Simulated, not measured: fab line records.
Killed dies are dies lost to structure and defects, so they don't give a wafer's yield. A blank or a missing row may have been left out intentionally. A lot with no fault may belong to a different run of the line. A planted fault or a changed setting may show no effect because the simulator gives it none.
Problem report in the 8D (eight disciplines) form, filled by code / flow gf180mcu / the parts of the form that need people (team, actions taken, sign-off) are left out

1. WHAT IS WRONG
Wafers with no fault read 496.2 W with a standard deviation of 2.1, whereas rf_fwd_power_W at GF_POLY_GATE_ETCH_12 reads a mean of 297.4 W on 1 wafer of 1 lot. That puts it -95 standard deviations away from the usual mean.
The step: etches BARC in N2/H2.
The first sign was on wafer L362.2 at day 12 11:47, on rie_diel-02. At this step, 15 wafers from 5 lots have a number in the record. By rule, "out" or "out of limits" means more than 4 standard deviations away from the usual mean. The rest of the wafers with a number are treated as sound.

2. WHAT THIS IS AND IS NOT
question=which readings at this step | is=rf_fwd_power_W | is not=drypump_motor_current_A, n2_flow_sccm, oes_product_au, throttle_valve_pct
question=which lots | is=L362 | is not=L353, L360, L366, L372
question=which wafers of those lots | is=L362.2 | is not=L362.1, L362.5
question=read on which tools | is=rie_diel-02 | is not=rie_diel-03, rie_diel-04
question=when | is=from day 12 11:47 | is not=up to then (8 sound wafers); but 6 sound wafers of L366, L372 came after

3. THE SUSPECTS, EACH WITH WHAT RULES IT OUT
Counting: any tool at a process step up to the reading remains a suspect provided it ran every lot that is out. Sound lots after the first of them don't rule it out here, since some wafers of a struck lot are sound.
- rie_diel-02 at GF_POLY_GATE_ETCH_12 (etches BARC in N2/H2): kept. The lot that is out, L362, ran on it at day 12 11:47; the last sound lot it ran before that was L360, at day 12 00:46. Its own readings are out on those wafers: rf_fwd_power_W.
- Within rie_diel-02 at GF_POLY_GATE_ETCH_12: the wafers that are out ran in chamber 2; their sound lot-mates ran in chamber 3.
Remaining after the count: rie_diel-02 at GF_POLY_GATE_ETCH_12.

4. THE CAUSE (what the simulator had put in)
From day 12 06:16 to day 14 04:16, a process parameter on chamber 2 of rie_diel-02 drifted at GF_POLY_GATE_ETCH_12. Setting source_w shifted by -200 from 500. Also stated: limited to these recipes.
This tool alone remained once counting was done.

5. SEQUENCE OF EFFECTS, ordered by route
Rows list readings where the struck wafers' mean (over those with a number) sits beyond 3 standard deviations from the usual. Only readings for which the record gives a usual standard deviation are gone through. hours: the time from each lot's start at the first step in this table that gives one to its start at this step, as a median over the lots. sigmas: the change in usual standard deviations.
hours=0; step=GF_POLY_GATE_ETCH_12; reading=rf_fwd_power_W; usual=496.2 W; on struck wafers=297.4; change=-198.8; sigmas=-95
It contains these process steps:
- GF_POLY_GATE_ETCH_12: etches BARC in N2/H2.

6. HOW IT WOULD HAVE BEEN CAUGHT EARLIER
First out-of-limits reading in this record: day 12 11:47, which is 6 hours after fault onset at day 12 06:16.
